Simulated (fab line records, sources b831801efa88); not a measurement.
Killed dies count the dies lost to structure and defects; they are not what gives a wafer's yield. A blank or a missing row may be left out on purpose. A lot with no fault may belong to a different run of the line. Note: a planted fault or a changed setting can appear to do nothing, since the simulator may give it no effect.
2 desks, one fault -- flow gf180mcu -- what lay behind the numbers comes last; until then each desk has only its own

AT THE METROLOGY DESK
What the gauges read, lot by lot, whatever tool the lot ran on: means of the sampled wafers that have a number. A lot is out of limits, marked OUT, if its mean lies more than 4 standard deviations from the usual mean; the brackets give that distance.
Columns: A = V5_W_RS at GF_V5_RS_MEAS_24, usual 0.331 ohm/sq; B = V5_W_THK at GF_V5_THK_MEAS_25, usual 340 nm; C = TOP_METAL_ALCU_RS at GF_TOP_METAL_RS_MEAS_05, usual 0.0328 ohm/sq; D = TOP_METAL_ALCU_THK at GF_TOP_METAL_THK_MEAS_06, usual 886 nm
lot,first seen here,A,B,C,D
L793,day 29 06:48,0.328,344,0.0328,884
L796,day 30 09:35,0.329,345,0.0328,883
L798,day 31 01:58,0.336,336,0.0297 (-8.8) OUT,995 (+9.9) OUT
L801,day 31 21:18,0.331,334,0.0330,872
L806,day 33 01:37,0.335,335,0.0325,897
This desk reports L798 out of limits; the earliest was L798 at day 31 02:40 (TOP_METAL_ALCU_RS at GF_TOP_METAL_RS_MEAS_05). Within limits: L793, L796, L801, L806.

DESK OF THE TOOL OWNER: pvdSputter-02
The tool's own readings at GF_TOP_METAL_SPUTTER_02 (material AlCu, target thk 900 nm, time 47.82 s): means of the sampled wafers that have a number, for each lot that ran on this tool. A lot is out of limits, marked OUT, if its mean lies more than 4 standard deviations from the usual mean; the brackets give that distance.
Columns: A = throttleValvePct at GF_TOP_METAL_SPUTTER_02, usual 30.0 %
lot,first seen here,A
L796,day 30 10:11,29.7
L798,day 31 02:34,29.8
Result from this desk: across the 2 lots, nothing is out of limits.

PUT TOGETHER
The metrology desk could have raised an alarm at day 31 02:40, on L798.
The tool owner's desk saw nothing out of limits.
Tool owner's desk: L798 on record, inside its limits.
The lots listed all ran GF_TOP_METAL_SPUTTER_02 on pvdSputter-02.

WHAT THE SIMULATOR HAD PUT IN
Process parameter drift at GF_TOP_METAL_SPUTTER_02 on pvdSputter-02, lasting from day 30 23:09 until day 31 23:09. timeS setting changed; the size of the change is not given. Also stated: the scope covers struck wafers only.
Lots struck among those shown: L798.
Time in hours between the start of the fault and the first out-of-limits reading at each desk: metrology desk, 4.
